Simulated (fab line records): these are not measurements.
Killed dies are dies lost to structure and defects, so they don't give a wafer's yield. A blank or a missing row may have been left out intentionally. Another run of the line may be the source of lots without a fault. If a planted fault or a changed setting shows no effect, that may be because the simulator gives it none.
What tool caused it? + flow gf180mcu + 6 lots with 18 wafers sampled at 3 steps, on a route of 602 steps

== WHAT EACH GAUGE READ, for each wafer ==
GF_V4_THK_MEAS_01.
| lot  | measured     | on            | V4_CVD_00_THK (nm) |
|------|--------------|---------------|--------------------|
| L937 | day 24 01:46 | film_metro-04 | 614 616 607        |
| L939 | day 24 15:57 | film_metro-04 | 600 614 605        |
| L941 | day 25 07:31 | film_metro-03 | 594 600 590        |
| L945 | day 26 16:19 | film_metro-04 | 618 594 604        |
| L948 | day 27 14:20 | film_metro-03 | 899 898 911        |
| L958 | day 30 08:16 | film_metro-04 | 613 611 606        |

== EACH LOT AND THE TOOL THAT RAN IT (in order: tool; ch and the chambers of the sampled wafers; start) ==
| lot  | GF_M4_SPUTTER_03             | GF_V4_CVD_00                     |
|------|------------------------------|----------------------------------|
| L937 | pvd_sputter-04, day 23 01:48 | hdpcvd-02 ch 0,1, day 24 01:41   |
| L939 | pvd_sputter-02, day 23 16:48 | hdpcvd-01 ch 0,1,2, day 24 15:53 |
| L941 | pvd_sputter-02, day 24 09:11 | hdpcvd-02 ch 0,2, day 25 07:26   |
| L945 | pvd_sputter-02, day 25 18:20 | hdpcvd-01 ch 0,1,2, day 26 16:13 |
| L948 | pvd_sputter-04, day 26 17:33 | hdpcvd-02 ch 0,1, day 27 14:16   |
| L958 | pvd_sputter-01, day 29 12:05 | hdpcvd-01 ch 1,2, day 30 08:12   |
- GF_M4_SPUTTER_03: material Ti, target thk 10 nm, time 6.7 s.
- GF_V4_CVD_00: deposits SiO2, target thk 600 nm, time 100 s.

== THE ANSWER, worked out from the rows above alone ==
Rule: what is usual is taken from the lots themselves. The widest of any qualifying gaps counts: lots, ordered by their means at a reading, are off when they make up no more than a third of the lots, leave a main group of 4 or more, and stand apart from it by 3 or more times the standard deviation of that group's means. A main group whose means are all the same, to the digits that the tables above print for the reading, isn't used. A lot without any number at a reading at which 4 lots or more have one is off too. Where the step has rows for the other lots, those lots are counted as sound.
Off: L948, at GF_V4_THK_MEAS_01 (V4_CVD_00_THK). The main group has a mean of 606 nm with a standard deviation of 6.1.
If a tool, at a process step before that reading, ran all the lots that are off and no sound lot after the first of them, it fits. The gauges at GF_V4_THK_MEAS_01 are tried like those tools. Can't be told from this: 3 tools fit, pvd_sputter-04 at GF_M4_SPUTTER_03, hdpcvd-02 at GF_V4_CVD_00, film_metro-03 at GF_V4_THK_MEAS_01.

== WHAT THE SIMULATOR PUT IN ==
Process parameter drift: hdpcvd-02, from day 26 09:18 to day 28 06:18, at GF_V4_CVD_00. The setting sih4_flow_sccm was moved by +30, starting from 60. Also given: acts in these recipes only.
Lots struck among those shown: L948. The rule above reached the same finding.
